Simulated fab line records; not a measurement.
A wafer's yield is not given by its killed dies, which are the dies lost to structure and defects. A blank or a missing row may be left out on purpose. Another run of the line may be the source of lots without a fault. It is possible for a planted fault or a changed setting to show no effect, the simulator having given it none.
fab line records + flow sky130
record:
- lots: 12
- wafers: 36
- last_day: 51
route steps=708 shown DNWELL@43 METAL5@662 PAD_OPEN@702
lots with no fault: from the same line, run without faults
start_h: hours from the record's opening day to when the first of the lot's shown wafers began + wait_h: hours elapsed since this lot's preceding step + " repeats the value in the row above + L1.1+2: a single row standing in for several wafers + - no value, or no start was given + * or withheld: withheld + < > ~ a bound
route shown NAME@n: NAME is a module with steps in the file, n the number in the route of the first one + usual: mean/standard deviation taken from wafers without a fault + same: alike in all rows + chamber/n: place in a boat + sites: each site's reading + _std_site: the values' standard deviation + _edge_site: inner sites' mean taken away from outer sites' mean + radius_mm: for every site, how far away it sits from the centre of the wafer + mask NAME#n: copy n + behind: the tool/chamber that last shaped the wafer + hold: why the lot was held/for how many hours/how that ended + device: the transistor (n, p or np) that didn't switch + end of line: tests of these same wafers at the route's end + a step given without rows: its recipe and nothing more + killed: not the wafer's yield, but the dies lost to structure and defects at the first sort + map: the dies of a wafer, with x for killed, . for not killed, _ for no die there
set.NAME: the setting as run; set.NAME@STEP: as run at that earlier step + model.NAME: the simulator's own value behind a step, which no gauge read
one table for each step of the route and one row for each wafer, over a sample of lots
services: when a tool's chamber went out of use (start_h, in hours from the record's first day, below 0 if earlier), for how many hours, and the reason
== steps ==
step: SKY_DNWELL_STRIP_08
recipe:
- chemistry: O2/N2
- power_w: 1400
- pressure_mtorr: 1500
- platen_temp_c: withheld
- o2_flow_sccm: 3000
- n2_flow_sccm: 300
- overash_fraction: 0.5
usual:
- drypump_motor_current_A: 5.9/0.47
- o2_flow_sccm: 3001/8.6
- oes_product_au: 0.722/0.0044
- strip_time_to_endpoint_s: 36.91/0.09
| lot.wafer | tool            | chamber | start_h | wait_h | drypump_motor_current_A | o2_flow_sccm | oes_product_au | rf_hours_counter_h | strip_time_to_endpoint_s |
|-----------|-----------------|---------|---------|--------|-------------------------|--------------|----------------|--------------------|--------------------------|
| L211.1    | plasma_asher-04 | 1       | 61.42   | 0.1    | 6.0                     | 3009         | 0.727          | 35                 | 36.97                    |
| L211.4    | "               | 1       | "       | "      | 6.1                     | 3021         | 0.725          | -                  | 36.82                    |
| L211.6    | "               | 1       | "       | "      | 6.1                     | 3017         | 0.719          | -                  | 37.01                    |
| L213.1    | plasma_asher-03 | 0       | 76.64   | 0.1    | 5.4                     | 3004         | 0.722          | 33                 | 36.92                    |
| L213.4    | "               | 1       | "       | "      | 6.1                     | 3006         | 0.721          | -                  | 36.92                    |
| L213.6    | "               | 1       | "       | "      | 6.1                     | 3010         | 0.730          | -                  | 36.90                    |
| L214.2    | plasma_asher-03 | 1       | 78.27   | 0.1    | 6.1                     | 2992         | 0.717          | 33                 | 36.93                    |
| L214.4    | "               | 0       | "       | "      | 5.4                     | 3002         | 0.727          | -                  | 36.83                    |
| L214.6    | "               | 0       | "       | "      | 5.4                     | 3002         | 0.716          | -                  | 36.86                    |
| L215.1    | plasma_asher-04 | 1       | 82.77   | 0.1    | 6.1                     | 3001         | 0.720          | 37                 | 36.95                    |
| L215.3    | "               | 1       | "       | "      | 6.1                     | 2998         | 0.720          | -                  | 36.84                    |
| L215.6    | "               | 0       | "       | "      | 6.5                     | 3017         | 0.731          | -                  | 36.82                    |
| L220.2    | plasma_asher-04 | 1       | 108.43  | 0.1    | 6.1                     | 3013         | 0.716          | 39                 | 36.74                    |
| L220.3    | "               | 0       | "       | "      | 6.4                     | 3003         | 0.726          | -                  | 36.71                    |
| L220.5    | "               | 0       | "       | "      | 6.4                     | 2996         | 0.729          | -                  | 36.72                    |
| L223.1    | plasma_asher-01 | 0       | 130.12  | 0.1    | 5.0                     | 3000         | 0.722          | 1                  | 36.94                    |
| L223.2    | "               | 1       | "       | "      | 5.8                     | 3001         | 0.715          | 1                  | 36.92                    |
| L223.3    | "               | 0       | "       | "      | 5.0                     | 3013         | 0.720          | -                  | 36.90                    |
| L225.3    | plasma_asher-01 | 1       | 137.20  | 0.1    | 5.8                     | 3009         | 0.721          | -                  | 36.83                    |
| L225.4    | "               | 0       | "       | "      | 5.0                     | 2994         | 0.725          | -                  | 36.91                    |
| L225.5    | "               | 0       | "       | "      | 5.0                     | 3003         | 0.713          | -                  | 36.88                    |
| L226.2    | plasma_asher-03 | 1       | 141.92  | 0.1    | 6.1                     | 2996         | 0.725          | 40                 | 36.90                    |
| L226.3    | "               | 1       | "       | "      | 6.2                     | 3004         | 0.728          | -                  | 36.86                    |
| L226.4    | "               | 0       | "       | "      | 5.4                     | 3009         | 0.726          | -                  | 36.95                    |
| L228.3    | plasma_asher-04 | 1       | 156.23  | 0.1    | 6.1                     | 2999         | 0.718          | -                  | 36.75                    |
| L228.4    | "               | 0       | "       | "      | 6.4                     | 2993         | 0.728          | -                  | 36.94                    |
| L228.5    | "               | 0       | "       | "      | 6.4                     | 2976         | 0.720          | -                  | 36.89                    |
| L230.3    | plasma_asher-03 | 0       | 169.05  | 0.1    | 5.4                     | 3002         | 0.723          | -                  | 37.03                    |
| L230.4    | "               | 1       | "       | "      | 6.1                     | 2990         | 0.727          | -                  | 36.90                    |
| L230.5    | "               | 1       | "       | "      | 6.2                     | 2996         | 0.722          | -                  | 37.05                    |
| L232.1    | plasma_asher-03 | 0       | 172.67  | 0.1    | 5.4                     | 2990         | 0.718          | 43                 | 37.06                    |
| L232.3    | "               | 1       | "       | "      | 6.1                     | 3001         | 0.726          | -                  | 37.07                    |
| L232.4    | "               | 0       | "       | "      | 5.3                     | 2992         | 0.730          | -                  | 37.18                    |
| L233.3    | plasma_asher-04 | 0       | 177.30  | 0.1    | 6.4                     | 2989         | 0.721          | -                  | 37.03                    |
| L233.4    | "               | 1       | "       | "      | 6.1                     | 2993         | 0.718          | -                  | 36.97                    |
| L233.6    | "               | 0       | "       | "      | 6.4                     | 2998         | 0.728          | -                  | 37.04                    |
step: SKY_METAL5_SPUTTER_01
recipe:
- material: TiN
- target_thk_nm: 20
- power_w: 6500
- time_s: 16.7
- chamber_pressure_pa: 0.4
usual:
- throttle_valve_pct: 30.3/1.1
| lot.wafer | tool           | chamber | start_h | wait_h | throttle_valve_pct |
|-----------|----------------|---------|---------|--------|--------------------|
| L211.1    | pvd_sputter-02 | -       | 1043.01 | 0.0    | 28.8               |
| L211.4    | "              | -       | "       | "      | 30.6               |
| L211.6    | "              | -       | "       | "      | 29.0               |
| L213.1    | pvd_sputter-01 | -       | 1056.55 | 0.0    | 31.2               |
| L213.4    | "              | -       | "       | "      | 31.6               |
| L213.6    | "              | -       | "       | "      | 32.0               |
| L214.2    | pvd_sputter-02 | -       | 1057.22 | 0.0    | 30.8               |
| L214.4    | "              | -       | "       | "      | 29.3               |
| L214.6    | "              | -       | "       | "      | 28.9               |
| L215.1    | pvd_sputter-01 | -       | 1060.08 | 0.0    | 31.2               |
| L215.3    | "              | -       | "       | "      | 31.4               |
| L215.6    | "              | -       | "       | "      | 31.4               |
| L220.2    | pvd_sputter-03 | -       | 1092.80 | 0.0    | 30.9               |
| L220.3    | "              | -       | "       | "      | 28.3               |
| L220.5    | "              | -       | "       | "      | 30.0               |
| L223.1    | pvd_sputter-01 | -       | 1113.39 | 0.0    | 31.9               |
| L223.2    | "              | -       | "       | "      | 31.3               |
| L223.3    | "              | -       | "       | "      | 31.1               |
| L225.3    | pvd_sputter-01 | -       | 1123.38 | 0.0    | 30.9               |
| L225.4    | "              | -       | "       | "      | 31.3               |
| L225.5    | "              | -       | "       | "      | 31.6               |
| L226.2    | pvd_sputter-02 | -       | 1126.71 | 0.0    | 30.6               |
| L226.3    | "              | -       | "       | "      | 29.6               |
| L226.4    | "              | -       | "       | "      | 29.0               |
| L228.3    | pvd_sputter-03 | -       | 1140.81 | 0.0    | 31.1               |
| L228.4    | "              | -       | "       | "      | 28.9               |
| L228.5    | "              | -       | "       | "      | 30.9               |
| L230.3    | pvd_sputter-03 | -       | 1149.86 | 0.0    | 28.0               |
| L230.4    | "              | -       | "       | "      | 29.9               |
| L230.5    | "              | -       | "       | "      | 29.9               |
| L232.1    | pvd_sputter-03 | -       | 1159.38 | 0.0    | 29.0               |
| L232.3    | "              | -       | "       | "      | 30.7               |
| L232.4    | "              | -       | "       | "      | 30.2               |
| L233.3    | pvd_sputter-02 | -       | 1159.67 | 0.0    | 29.0               |
| L233.4    | "              | -       | "       | "      | 30.6               |
| L233.6    | "              | -       | "       | "      | 29.0               |
step: SKY_METAL5_RS_MEAS_05
recipe:
- thk_meas_gauge: four-point-probe
- reads: TiN_of_METAL5_SPUTTER_04+Ti_of_METAL5_SPUTTER_03+AlCu_of_METAL5_SPUTTER_02+TiN_of_METAL5_SPUTTER_01+Ti_of_METAL5_SPUTTER_00
usual:
- METAL5_ALCU_RS: 0.02718/0.00029
| lot.wafer | tool          | chamber | start_h | wait_h | METAL5_ALCU_RS[ohm/sq] |
|-----------|---------------|---------|---------|--------|------------------------|
| L211.1    | film_metro-03 | -       | 1043.15 | 0.0    | 0.02737                |
| L211.4    | "             | -       | "       | "      | 0.02713                |
| L211.6    | "             | -       | "       | "      | 0.02749                |
| L213.1    | film_metro-03 | -       | 1056.70 | 0.0    | 0.02685                |
| L213.4    | "             | -       | "       | "      | 0.02737                |
| L213.6    | "             | -       | "       | "      | 0.02723                |
| L214.2    | film_metro-02 | -       | 1057.38 | 0.0    | 0.02657                |
| L214.4    | "             | -       | "       | "      | 0.02636                |
| L214.6    | "             | -       | "       | "      | 0.02696                |
| L215.1    | film_metro-03 | -       | 1060.23 | 0.0    | 0.027                  |
| L215.3    | "             | -       | "       | "      | 0.02738                |
| L215.6    | "             | -       | "       | "      | 0.02726                |
| L220.2    | film_metro-03 | -       | 1092.97 | 0.0    | 0.0272                 |
| L220.3    | "             | -       | "       | "      | 0.02734                |
| L220.5    | "             | -       | "       | "      | 0.02729                |
| L223.1    | film_metro-03 | -       | 1113.54 | 0.0    | 0.02718                |
| L223.2    | "             | -       | "       | "      | 0.02771                |
| L223.3    | "             | -       | "       | "      | 0.02732                |
| L225.3    | film_metro-03 | -       | 1123.57 | 0.1    | 0.02722                |
| L225.4    | "             | -       | "       | "      | 0.02741                |
| L225.5    | "             | -       | "       | "      | 0.02749                |
| L226.2    | film_metro-02 | -       | 1126.88 | 0.0    | 0.02765                |
| L226.3    | "             | -       | "       | "      | 0.02716                |
| L226.4    | "             | -       | "       | "      | 0.02683                |
| L228.3    | film_metro-03 | -       | 1141.00 | 0.1    | 0.02689                |
| L228.4    | "             | -       | "       | "      | 0.02729                |
| L228.5    | "             | -       | "       | "      | 0.02715                |
| L230.3    | film_metro-02 | -       | 1150.04 | 0.1    | 0.027                  |
| L230.4    | "             | -       | "       | "      | 0.02733                |
| L230.5    | "             | -       | "       | "      | 0.02745                |
| L232.1    | film_metro-03 | -       | 1159.52 | 0.0    | 0.02732                |
| L232.3    | "             | -       | "       | "      | 0.02683                |
| L232.4    | "             | -       | "       | "      | 0.02729                |
| L233.3    | film_metro-01 | -       | 1159.85 | 0.1    | 0.02696                |
| L233.4    | "             | -       | "       | "      | 0.02716                |
| L233.6    | "             | -       | "       | "      | 0.02682                |
step: SKY_PAD_OPEN_STRIP_08
recipe:
- chemistry: O2/N2
- power_w: 1400
- pressure_mtorr: 1500
- platen_temp_c: withheld
- overash_fraction: 0.7
- o2_flow_sccm: 3000
- n2_flow_sccm: 300
usual:
- drypump_motor_current_A: 5.8/0.5
- o2_flow_sccm: 3000/8.5
- oes_product_au: 0.662/0.0043
| lot.wafer | tool            | chamber | start_h | wait_h | drypump_motor_current_A | o2_flow_sccm | oes_product_au | rf_hours_counter_h |
|-----------|-----------------|---------|---------|--------|-------------------------|--------------|----------------|--------------------|
| L211.1    | plasma_asher-01 | 0       | 1108.77 | 0.1    | 5.0                     | 2989         | 0.665          | 100                |
| L211.4    | "               | 0       | "       | "      | 5.0                     | 2993         | 0.663          | -                  |
| L211.6    | "               | 1       | "       | "      | 5.8                     | 3002         | 0.661          | -                  |
| L213.1    | plasma_asher-04 | 0       | 1121.90 | 0.1    | 6.4                     | 2988         | 0.671          | 36                 |
| L213.4    | "               | 1       | "       | "      | 6.1                     | 2999         | 0.665          | -                  |
| L213.6    | "               | 1       | "       | "      | 6.1                     | 2993         | 0.656          | -                  |
| L214.2    | plasma_asher-03 | 0       | 1123.15 | 0.1    | 5.4                     | 3005         | 0.654          | 67                 |
| L214.4    | "               | 1       | "       | "      | 6.2                     | 3000         | 0.667          | -                  |
| L214.6    | "               | 0       | "       | "      | 5.3                     | 2996         | 0.666          | -                  |
| L215.1    | plasma_asher-03 | 1       | 1126.72 | 0.1    | 6.1                     | 3005         | 0.656          | 67                 |
| L215.3    | "               | 1       | "       | "      | 6.1                     | 3015         | 0.663          | -                  |
| L215.6    | "               | 0       | "       | "      | 5.3                     | 3007         | 0.658          | -                  |
| L220.2    | plasma_asher-03 | 1       | 1154.60 | 0.1    | 6.1                     | 2991         | 0.666          | 70                 |
| L220.3    | "               | 0       | "       | "      | 5.3                     | 3009         | 0.656          | -                  |
| L220.5    | "               | 0       | "       | "      | 5.4                     | 3012         | 0.656          | -                  |
| L223.1    | plasma_asher-01 | 0       | 1173.05 | 0.1    | 5.0                     | 3001         | 0.666          | 106                |
| L223.2    | "               | 1       | "       | "      | 5.8                     | 2994         | 0.663          | 106                |
| L223.3    | "               | 0       | "       | "      | 5.0                     | 3006         | 0.658          | -                  |
| L225.3    | plasma_asher-03 | 0       | 1181.96 | 0.1    | 5.4                     | 3005         | 0.661          | -                  |
| L225.4    | "               | 1       | "       | "      | 6.1                     | 2997         | 0.666          | -                  |
| L225.5    | "               | 0       | "       | "      | 5.4                     | 3017         | 0.659          | -                  |
| L226.2    | plasma_asher-04 | 0       | 1184.35 | 0.1    | 6.4                     | 3005         | 0.666          | 42                 |
| L226.3    | "               | 0       | "       | "      | 6.4                     | 3001         | 0.660          | -                  |
| L226.4    | "               | 1       | "       | "      | 6.1                     | 2999         | 0.673          | -                  |
| L228.3    | plasma_asher-04 | 1       | 1196.39 | 0.1    | 6.1                     | 2991         | 0.666          | -                  |
| L228.4    | "               | 0       | "       | "      | 6.4                     | 3005         | 0.662          | -                  |
| L228.5    | "               | 1       | "       | "      | 6.1                     | 3001         | 0.661          | -                  |
| L230.3    | plasma_asher-04 | 0       | 1202.99 | 0.1    | 6.4                     | 2980         | 0.662          | -                  |
| L230.4    | "               | 1       | "       | "      | 6.1                     | 3001         | 0.657          | -                  |
| L230.5    | "               | 0       | "       | "      | 6.5                     | 2984         | 0.667          | -                  |
| L232.1    | plasma_asher-04 | 0       | 1210.70 | 0.1    | 6.4                     | 3010         | 0.655          | 45                 |
| L232.3    | "               | 1       | "       | "      | 6.1                     | 3014         | 0.664          | -                  |
| L232.4    | "               | 0       | "       | "      | 6.4                     | 3009         | 0.661          | -                  |
| L233.3    | plasma_asher-01 | 0       | 1211.61 | 0.1    | 5.0                     | 2997         | 0.670          | -                  |
| L233.4    | "               | 1       | "       | "      | 5.8                     | 2998         | 0.659          | -                  |
| L233.6    | "               | 0       | "       | "      | 5.0                     | 3007         | 0.668          | -                  |
step: SKY_PAD_OPEN_PROBE_99
usual:
- killed_at_M0_to_M3: 44/7.2
- killed_at_M4_up: 2.9/1.8
- killed_at_contacts: 24/5.2
- killed_at_front_end: 15/4
- killed_at_other: 0.2/0.49
- killed_dies: 85/9.1
- killed_open: 47/6.8
- killed_short: 38/5.7
same:
- gross_dies: 492
- killed_at_back_side: 0
| lot.wafer | tool      | chamber | start_h | wait_h | killed_at_M0_to_M3 | killed_at_M4_up | killed_at_contacts | killed_at_front_end | killed_at_other | killed_dies | killed_open | killed_short |
|-----------|-----------|---------|---------|--------|--------------------|-----------------|--------------------|---------------------|-----------------|-------------|-------------|--------------|
| L223.1    | prober-01 | -       | 1175.27 | 0.1    | 52                 | 2               | 25                 | 16                  | 1               | 96          | 49          | 47           |
| L223.2    | prober-01 | -       | 1175.32 | 0.1    | 38                 | 3               | 16                 | 62                  | 1               | 120         | 39          | 34           |
| L223.3    | prober-01 | -       | 1175.37 | 0.2    | 45                 | 1               | 22                 | 20                  | 0               | 88          | 48          | 40           |
| L225.3    | prober-01 | -       | 1184.28 | 0.2    | 59                 | 4               | 18                 | 56                  | 0               | 137         | 51          | 39           |
| L225.4    | prober-01 | -       | 1184.33 | 0.2    | 41                 | 1               | 23                 | 13                  | 0               | 78          | 47          | 31           |
| L225.5    | prober-01 | -       | 1184.38 | 0.2    | 49                 | 2               | 13                 | 13                  | 0               | 77          | 43          | 34           |
killed by level:class
L223.1 VIA2:geometric_particle:open=12 LOCAL_INTERCONNECT:geometric_particle:short=7 CONTACT:geometric_particle:open=7 VIA3:geometric_particle:open=7 POLY_GATE:geometric_particle:short=6 METAL2:geometric_particle:short=6 METAL3:geometric_particle:short=5 METAL1:geometric_particle:short=5
L223.2 DNWELL:unspecified=47 VIA3:geometric_particle:open=9 VIA1:geometric_particle:open=6 FIELD_ISO:geometric_particle:short=5 LI_CONTACT:geometric_particle:open=5 LOCAL_INTERCONNECT:geometric_particle:short=5 CONTACT:geometric_particle:open=5 METAL1:geometric_particle:short=5
L223.3 VIA1:geometric_particle:open=10 FIELD_ISO:geometric_particle:short=8 METAL2:geometric_particle:short=8 VIA2:geometric_particle:open=8 CONTACT:geometric_particle:open=7 LI_CONTACT:geometric_particle:open=5 METAL1:geometric_particle:short=5 VIA3:geometric_particle:open=5
L225.3 DNWELL:unspecified=47 VIA3:geometric_particle:open=13 VIA1:geometric_particle:open=11 VIA2:geometric_particle:open=8 VIA1:geometric_particle:short=6 VIA3:geometric_particle:short=6 CONTACT:geometric_particle:open=5 METAL1:geometric_particle:short=5
L225.4 VIA1:geometric_particle:open=11 VIA2:geometric_particle:open=10 CONTACT:geometric_particle:open=7 VIA3:geometric_particle:short=6 POLY_GATE:geometric_particle:short=5 LI_CONTACT:geometric_particle:open=5 VIA3:geometric_particle:open=5 CONTACT:geometric_particle:short=4
L225.5 VIA1:geometric_particle:open=9 VIA3:geometric_particle:open=8 METAL2:geometric_particle:short=7 METAL3:geometric_particle:short=6 LI_CONTACT:geometric_particle:open=5 METAL1:geometric_particle:short=5 VIA1:geometric_particle:short=4 CONTACT:geometric_particle:open=4
== services ==
| tool            | chamber | start_h | hours | kind   |
|-----------------|---------|---------|-------|--------|
| pvd_sputter-01  | -       | 64.28   | 6.9   | repair |
| plasma_asher-03 | -       | 69.10   | 0.9   | repair |
| pvd_sputter-03  | -       | 88.72   | 4.3   | repair |
| plasma_asher-01 | -       | 108.75  | 9.0   | pm     |
| plasma_asher-04 | -       | 286.22  | 1.8   | repair |
| plasma_asher-03 | -       | 421.25  | 9.0   | pm     |
| plasma_asher-04 | -       | 430.52  | 0.3   | repair |
| plasma_asher-01 | -       | 458.12  | 3.1   | repair |
| plasma_asher-03 | -       | 508.31  | 19.8  | pm     |
| plasma_asher-01 | -       | 562.30  | 0.8   | repair |
| plasma_asher-01 | -       | 690.53  | 2.8   | pm     |
| plasma_asher-03 | -       | 704.69  | 5.0   | repair |
| plasma_asher-04 | -       | 733.75  | 9.0   | pm     |
| plasma_asher-04 | -       | 776.10  | 7.5   | repair |
| plasma_asher-03 | -       | 788.62  | 0.7   | repair |
| plasma_asher-03 | -       | 792.67  | 2.2   | repair |
| plasma_asher-04 | -       | 802.42  | 2.7   | pm     |
| plasma_asher-04 | -       | 835.15  | 0.3   | repair |
| plasma_asher-03 | -       | 846.60  | 2.8   | pm     |
| plasma_asher-01 | -       | 1122.75 | 2.4   | repair |
| plasma_asher-04 | -       | 1130.26 | 2.5   | repair |
| plasma_asher-03 | -       | 1158.00 | 0.7   | repair |
| plasma_asher-03 | -       | 1164.71 | 14.6  | pm     |
| plasma_asher-03 | -       | 1185.76 | 1.2   | repair |
== key ==
first_sign:
- step: SKY_PAD_OPEN_PROBE_99
- reading: killed_at_front_end
- direction: up
- sigmas: 11
- usual: 15
- struck: 59
effect:
- step: SKY_PAD_OPEN_PROBE_99
- reading: killed_dies
- direction: up
- sigmas: 4.8
- usual: 85
- struck: 128
met_at SKY_DNWELL_STRIP_08
struck_lots L223,L225
struck_wafers L223.2,L225.3
tester_left_out L223,L225
not_acting_at SKY_METAL5_SPUTTER_01,SKY_METAL5_RS_MEAS_05,SKY_PAD_OPEN_STRIP_08
fault:
- kind: chamber_particle_source
- tool: plasma_asher-01
- chamber: 1
- onset_h: 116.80
- steps: SKY_DNWELL_STRIP_08
- rate_per_visit_cm2: 0.59019
- end_h: 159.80
tester_left_out: of these lots the tester's yield and bins aren't shown, on N5 and GAA mostly nor the transistor test; their killed dies are dies lost to structure and defects alone, not to doping, threshold or leakage, so they don't give the yield
